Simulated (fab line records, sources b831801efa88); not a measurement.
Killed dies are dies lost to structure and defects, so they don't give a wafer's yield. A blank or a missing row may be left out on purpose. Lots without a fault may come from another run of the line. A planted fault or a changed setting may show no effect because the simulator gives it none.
Which tool did it? | flow sky130 | 24 lots, 72 wafers sampled, at 6 steps of a route of 708

WHAT THE GAUGES READ, wafer by wafer
SKY_VIA2_THK_MEAS_01. Usual: VIA2_HDPCVD_THK 1183 nm, standard deviation 13.
lot  | measured     | on            | VIA2_HDPCVD_THK (nm) | flag
L074 | day 34 14:04 | film_metro-03 | 1165 1185 1199       |
L075 | day 34 19:13 | film_metro-03 | 1169 1188 1175       |
L076 | day 35 07:58 | film_metro-03 | 1172 1161 1177       |
L077 | day 35 19:11 | film_metro-03 | 1211 1194 1198       |
L078 | day 37 01:36 | film_metro-02 | 1172 1163 1175       |
L080 | day 37 01:53 | film_metro-03 | 1209 1218 1211       |
L079 | day 37 03:34 | film_metro-03 | 1204 1199 1216       |
L081 | day 37 07:44 | film_metro-02 | 1201 1212 1209       |
L082 | day 37 09:34 | film_metro-03 | 1175 1170 1183       |
L083 | day 38 14:14 | film_metro-01 | 1204 1188 1191       |
L085 | day 38 17:19 | film_metro-01 | 1176 1182 1176       |
L084 | day 38 18:37 | film_metro-02 | 1165 1169 1178       |
L086 | day 39 01:20 | film_metro-03 | 1190 1182 1187       |
L087 | day 39 06:26 | film_metro-01 | 1179 1172 1162       |
L088 | day 39 11:15 | film_metro-02 | 1169 1196 1178       |
L089 | day 39 15:47 | film_metro-01 | 1186 1176 1175       |
L090 | day 39 21:01 | film_metro-03 | 1180 1181 1182       |
L091 | day 40 02:57 | film_metro-03 | 1169 1166 1184       |
L092 | day 40 11:00 | film_metro-03 | 1172 1178 1176       |
L093 | day 40 20:51 | film_metro-01 | 1179 1181 1180       |
L094 | day 41 05:37 | film_metro-01 | 1172 1173 1186       |
L095 | day 41 12:41 | film_metro-03 | 1163 1176 1175       |
L096 | day 41 15:48 | film_metro-03 | 1183 1179 1169       |
L097 | day 41 21:28 | film_metro-01 | 1183 1181 1186       |

SKY_VIA2_BOW_MEAS_03. Usual: VIA2_BOW 84 um, standard deviation 8.1.
lot  | measured     | on            | VIA2_BOW (um) | flag
L074 | day 34 14:26 | film_metro-03 | 77 83 89      |
L075 | day 34 19:34 | film_metro-01 | 75 79 84      |
L076 | day 35 08:21 | film_metro-02 | 101 75 93     |
L077 | day 35 19:33 | film_metro-02 | 90 77 80      |
L078 | day 37 01:59 | film_metro-01 | 96 73 80      |
L080 | day 37 02:16 | film_metro-01 | 76 77 73      |
L079 | day 37 03:56 | film_metro-03 | 69 74 75      |
L081 | day 37 08:06 | film_metro-03 | 85 80 78      |
L082 | day 37 09:56 | film_metro-01 | 74 66 89      |
L083 | day 38 14:36 | film_metro-03 | 95 76 80      |
L085 | day 38 17:41 | film_metro-02 | 86 88 90      |
L084 | day 38 18:58 | film_metro-03 | 78 73 83      |
L086 | day 39 01:42 | film_metro-03 | 91 95 90      |
L087 | day 39 06:47 | film_metro-03 | 84 90 84      |
L088 | day 39 11:38 | film_metro-02 | 92 87 88      |
L089 | day 39 16:10 | film_metro-01 | 85 80 85      |
L090 | day 39 21:27 | film_metro-02 | 114 100 100   |
L091 | day 40 03:19 | film_metro-03 | 75 94 87      |
L092 | day 40 11:31 | film_metro-02 | 87 87 72      |
L093 | day 40 21:13 | film_metro-02 | 83 91 77      |
L094 | day 41 05:59 | film_metro-01 | 79 74 71      |
L095 | day 41 14:41 | film_metro-01 | 95 83 90      |
L096 | day 41 16:29 | film_metro-03 | 95 89 91      |
L097 | day 41 21:50 | film_metro-03 | 76 88 85      |

SKY_VIA3_CD_MEAS_12: target cd 200 nm. Usual: cd_nm 200.1 nm, standard deviation 1.5.
lot  | measured     | on        | cd_nm (nm)        | flag
L074 | day 39 04:40 | cd_sem-02 | 199.6 199.2 199.4 |
L075 | day 39 11:11 | cd_sem-01 | 199.0 198.6 199.3 |
L076 | day 39 21:13 | cd_sem-01 | 199.5 199.3 199.5 |
L077 | day 40 06:17 | cd_sem-01 | 201.7 200.8 200.5 |
L078 | day 41 10:14 | cd_sem-01 | 202.3 200.2 202.4 |
L080 | day 41 10:20 | cd_sem-01 | 197.3 197.6 198.1 |
L079 | day 41 12:02 | cd_sem-01 | 202.1 202.1 200.8 |
L081 | day 41 15:19 | cd_sem-01 | 199.7 199.4 200.1 |
L082 | day 41 17:41 | cd_sem-01 | 199.5 199.2 199.5 |
L083 | day 42 19:37 | cd_sem-01 | 199.3 199.8 198.2 |
L085 | day 42 20:49 | cd_sem-01 | 198.6 198.3 199.6 |
L084 | day 42 21:56 | cd_sem-01 | 202.3 200.6 200.3 |
L086 | day 43 05:08 | cd_sem-01 | 201.6 200.8 201.5 |
L087 | day 43 09:56 | cd_sem-01 | 202.0 201.8 202.0 |
L088 | day 43 13:58 | cd_sem-01 | 197.9 197.3 198.1 |
L089 | day 43 18:50 | cd_sem-01 | 201.4 201.7 203.3 |
L090 | day 43 23:14 | cd_sem-01 | 201.2 199.5 199.9 |
L091 | day 44 03:59 | cd_sem-01 | 198.6 197.7 198.8 |
L092 | day 44 14:05 | cd_sem-01 | 201.0 200.6 200.7 |
L093 | day 44 23:06 | cd_sem-01 | 201.5 201.1 201.0 |
L094 | day 45 02:27 | cd_sem-01 | 199.4 197.3 198.9 |
L095 | day 45 12:16 | cd_sem-01 | 202.8 202.1 201.7 |
L096 | day 45 13:22 | cd_sem-01 | 200.6 200.4 200.5 |
L097 | day 45 19:23 | cd_sem-01 | 200.4 200.8 201.2 |

SKY_VIA4_THK_MEAS_01. Usual: VIA4_HDPCVD_THK 1746 nm, standard deviation 17.
lot  | measured     | on            | VIA4_HDPCVD_THK (nm) | flag
L074 | day 41 08:17 | film_metro-03 | 1751 1733 1733       |
L075 | day 41 15:01 | film_metro-03 | 1763 1745 1718       |
L076 | day 41 23:57 | film_metro-03 | 1757 1731 1753       |
L077 | day 42 10:14 | film_metro-03 | 1763 1780 1742       |
L078 | day 43 11:48 | film_metro-01 | 1760 1745 1765       |
L080 | day 43 12:33 | film_metro-01 | 1736 1756 1749       |
L079 | day 43 16:29 | film_metro-01 | 1760 1765 1753       |
L081 | day 43 17:19 | film_metro-02 | 1749 1743 1743       |
L082 | day 43 20:15 | film_metro-01 | 1763 1779 1773       |
L083 | day 44 22:57 | film_metro-03 | 1727 1702 1730       |
L085 | day 44 23:13 | film_metro-02 | 1746 1746 1750       |
L084 | day 45 00:00 | film_metro-03 | 1766 1746 1751       |
L086 | day 45 03:25 | film_metro-01 | 1741 1734 1718       |
L087 | day 45 06:40 | film_metro-03 | 1745 1742 1755       |
L088 | day 45 11:01 | film_metro-03 | 1754 1767 1752       |
L089 | day 45 17:07 | film_metro-03 | 1749 1773 1753       |
L090 | day 45 21:58 | film_metro-01 | 1736 1765 1773       |
L091 | day 46 02:21 | film_metro-03 | 1732 1737 1748       |
L092 | day 46 09:32 | film_metro-03 | 1716 1732 1733       |
L093 | day 46 20:26 | film_metro-02 | 1738 1745 1735       |
L094 | day 46 22:59 | film_metro-02 | 1732 1766 1744       |
L095 | day 47 07:41 | film_metro-01 | 1749 1769 1771       |
L096 | day 47 08:08 | film_metro-01 | 1724 1731 1707       |
L097 | day 47 15:16 | film_metro-02 | 1732 1726 1748       |

WHICH TOOL RAN EACH LOT (tool, then ch and the chambers of the sampled wafers, then the start)
lot  | SKY_METAL2_DESCUM_17              | SKY_VIA2_ETCH_15
L074 | rie_metal-02 ch 0,1, day 34 13:09 | rie_diel-03 ch 0,1,3, day 35 17:58
L075 | rie_metal-02 ch 0,1, day 34 18:16 | rie_diel-01 ch 1,2, day 35 23:02
L076 | rie_metal-02 ch 0,1, day 35 07:00 | rie_diel-01 ch 0,1, day 36 11:59
L077 | rie_metal-04 ch 0,1, day 35 18:17 | rie_diel-02 ch 0,1,2, day 36 22:16
L078 | rie_metal-02 ch 0,1, day 37 00:38 | rie_diel-02 ch 0,3, day 38 05:49
L080 | rie_metal-04 ch 0,1, day 37 00:58 | rie_diel-03 ch 0,1,3, day 38 06:10
L079 | rie_metal-02 ch 0,1, day 37 02:38 | rie_diel-01 ch 0,1,2, day 38 07:02
L081 | rie_metal-03 ch 0,1, day 37 06:50 | rie_diel-01 ch 0,1,2, day 38 11:13
L082 | rie_metal-04 ch 0,1, day 37 08:40 | rie_diel-02 ch 1,2,3, day 38 13:28
L083 | rie_metal-03 ch 1, day 38 13:20   | rie_diel-03 ch 1,2,3, day 39 15:35
L085 | rie_metal-03 ch 0,1, day 38 16:25 | rie_diel-03 ch 1,3, day 39 17:49
L084 | rie_metal-02 ch 0, day 38 17:31   | rie_diel-02 ch 1,2,3, day 39 19:47
L086 | rie_metal-04 ch 0,1, day 39 00:23 | rie_diel-02 ch 0,2,3, day 40 03:01
L087 | rie_metal-02 ch 0,1, day 39 05:29 | rie_diel-01 ch 0,1, day 40 07:29
L088 | rie_metal-04 ch 0,1, day 39 10:20 | rie_diel-03 ch 1,3, day 40 12:10
L089 | rie_metal-02 ch 0,1, day 39 14:50 | rie_diel-02 ch 1,3, day 40 16:13
L090 | rie_metal-03 ch 0,1, day 39 20:05 | rie_diel-03 ch 1,2,3, day 40 20:46
L091 | rie_metal-02 ch 0,1, day 40 02:02 | rie_diel-03 ch 0,1,2, day 41 03:26
L092 | rie_metal-04 ch 1, day 40 10:05   | rie_diel-02 ch 2,3, day 41 11:56
L093 | rie_metal-03 ch 0,1, day 40 19:56 | rie_diel-03 ch 0,1,3, day 41 21:10
L094 | rie_metal-02 ch 0,1, day 41 04:41 | rie_diel-03 ch 0,3, day 42 05:55
L095 | rie_metal-02 ch 0,1, day 41 11:46 | rie_diel-01 ch 1,3, day 42 13:55
L096 | rie_metal-04 ch 0,1, day 41 14:53 | rie_diel-02 ch 1,2,3, day 42 15:57
L097 | rie_metal-03 ch 0,1, day 41 20:28 | rie_diel-01 ch 1,2, day 42 20:53
- SKY_METAL2_DESCUM_17: chemistry O2, time 8 s.
- SKY_VIA2_ETCH_15: etches SiO2 in C4F8/O2/Ar, stops on TiN, target depth 546 nm, time 84 s.

WHAT THE TOOLS THEMSELVES READ (means of the sampled wafers that have a number; where no wafer has one, the mark that the record gives instead)
SKY_METAL2_DESCUM_17. Usual: drypump_motor_current_A 5.7 A, standard deviation 0.49; oes_product_au 0.996 a.u., standard deviation 0.0069.
lot  | tool         | drypump_motor_current_A (A) | oes_product_au (a.u.) | flag
L074 | rie_metal-02 | 5.6                         | 0.994                 |
L075 | rie_metal-02 | 5.6                         | 0.997                 |
L076 | rie_metal-02 | 5.6                         | 0.995                 |
L077 | rie_metal-04 | 5.3                         | 0.997                 |
L078 | rie_metal-02 | 5.6                         | 0.995                 |
L080 | rie_metal-04 | 5.3                         | 0.993                 |
L079 | rie_metal-02 | 5.6                         | 1.005                 |
L081 | rie_metal-03 | 6.2                         | 0.990                 |
L082 | rie_metal-04 | 5.3                         | 0.996                 |
L083 | rie_metal-03 | 5.4                         | 0.993                 |
L085 | rie_metal-03 | 6.1                         | 0.991                 |
L084 | rie_metal-02 | 5.6                         | 1.006                 |
L086 | rie_metal-04 | 5.7                         | 0.989                 |
L087 | rie_metal-02 | 5.6                         | 1.002                 |
L088 | rie_metal-04 | 5.3                         | 1.001                 |
L089 | rie_metal-02 | 5.6                         | 0.989                 |
L090 | rie_metal-03 | 5.8                         | 0.992                 |
L091 | rie_metal-02 | 5.6                         | 1.006                 |
L092 | rie_metal-04 | 4.8                         | 0.999                 |
L093 | rie_metal-03 | 6.2                         | 0.998                 |
L094 | rie_metal-02 | 5.6                         | 1.005                 |
L095 | rie_metal-02 | 5.6                         | 0.998                 |
L096 | rie_metal-04 | 5.7                         | 0.992                 |
L097 | rie_metal-03 | 6.1                         | 0.993                 |

SKY_VIA2_ETCH_15. Usual: oes_product_au 0.939 a.u., standard deviation 0.0049.
lot  | tool        | oes_product_au (a.u.) | flag
L074 | rie_diel-03 | 0.945                 |
L075 | rie_diel-01 | 0.940                 |
L076 | rie_diel-01 | 0.939                 |
L077 | rie_diel-02 | 0.942                 |
L078 | rie_diel-02 | 0.935                 |
L080 | rie_diel-03 | 0.941                 |
L079 | rie_diel-01 | 0.937                 |
L081 | rie_diel-01 | 0.939                 |
L082 | rie_diel-02 | 0.938                 |
L083 | rie_diel-03 | 0.938                 |
L085 | rie_diel-03 | 0.940                 |
L084 | rie_diel-02 | 0.939                 |
L086 | rie_diel-02 | 0.935                 |
L087 | rie_diel-01 | 0.937                 |
L088 | rie_diel-03 | 0.937                 |
L089 | rie_diel-02 | 0.938                 |
L090 | rie_diel-03 | 0.942                 |
L091 | rie_diel-03 | 0.942                 |
L092 | rie_diel-02 | 0.938                 |
L093 | rie_diel-03 | 0.941                 |
L094 | rie_diel-03 | 0.935                 |
L095 | rie_diel-01 | 0.938                 |
L096 | rie_diel-02 | 0.941                 |
L097 | rie_diel-01 | 0.938                 |

THE ANSWER, worked out from the rows above alone
Rule: a lot is off if the mean of its wafers that have a number lies more than 3 standard deviations from the usual mean. A lot without any number at a reading at which 4 lots or more have one is off too. The other lots that the step has rows for count as sound. The gauges are gone through in route order, then the tools' own readings, and for those a lot's mean is taken as printed above. The first step at which some lot is off is used, and at that step the reading that is off furthest; a lot without a number counts as furthest.
No lot is off at any reading shown: from this, nothing can be told.

WHAT THE SIMULATOR HAD PUT IN
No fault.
